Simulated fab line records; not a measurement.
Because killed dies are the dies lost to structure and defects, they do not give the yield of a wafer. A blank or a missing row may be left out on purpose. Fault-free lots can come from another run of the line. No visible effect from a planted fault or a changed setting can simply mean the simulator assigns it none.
Which tool was responsible? ; flow sky130 ; 6 lots (18 wafers sampled), 1 step of a 708-step route

WHAT EACH GAUGE READ, for each wafer
SKY_LDD_LDN_OVL_MEAS_07.
lot;measured;on;LDD_LDN_OVL (nm)
L236;day 23 17:17;overlay-02;0.7 0.4 0.8
L238;day 24 08:42;overlay-02;-1.4 -0.9 0.2
L240;day 25 05:53;overlay-02;-2.6 -2.3 -0.3
L248;day 28 02:25;overlay-01;1.5 0.0 -1.1
L254;day 29 19:36;overlay-01;-1.4 -3.3 -0.4
L256;day 30 18:30;overlay-01;-2.7 -2.4 -2.0

WHAT TOOL EACH LOT RAN ON (gives the tool, then ch and the chambers of the sampled wafers, and finally the start)
Record: no process step prior to these readings.

THE ANSWER, worked out from the rows above alone
Rule: the usual values come from the lots themselves. The widest of any qualifying gaps counts: lots, ordered by their means at a reading, are off when they make up no more than a third of the lots, leave a main group of 4 or more, and stand apart from it by 3 or more times the standard deviation of that group's means. A main group is skipped when, at the precision printed for the reading in the tables above, its means are all equal. A lot without any number at a reading at which 4 lots or more have one is off too. Any other lot the step has rows for is counted as sound.
Nothing can be told from this: no lot is off at any reading shown.

WHAT WAS PUT IN BY THE SIMULATOR
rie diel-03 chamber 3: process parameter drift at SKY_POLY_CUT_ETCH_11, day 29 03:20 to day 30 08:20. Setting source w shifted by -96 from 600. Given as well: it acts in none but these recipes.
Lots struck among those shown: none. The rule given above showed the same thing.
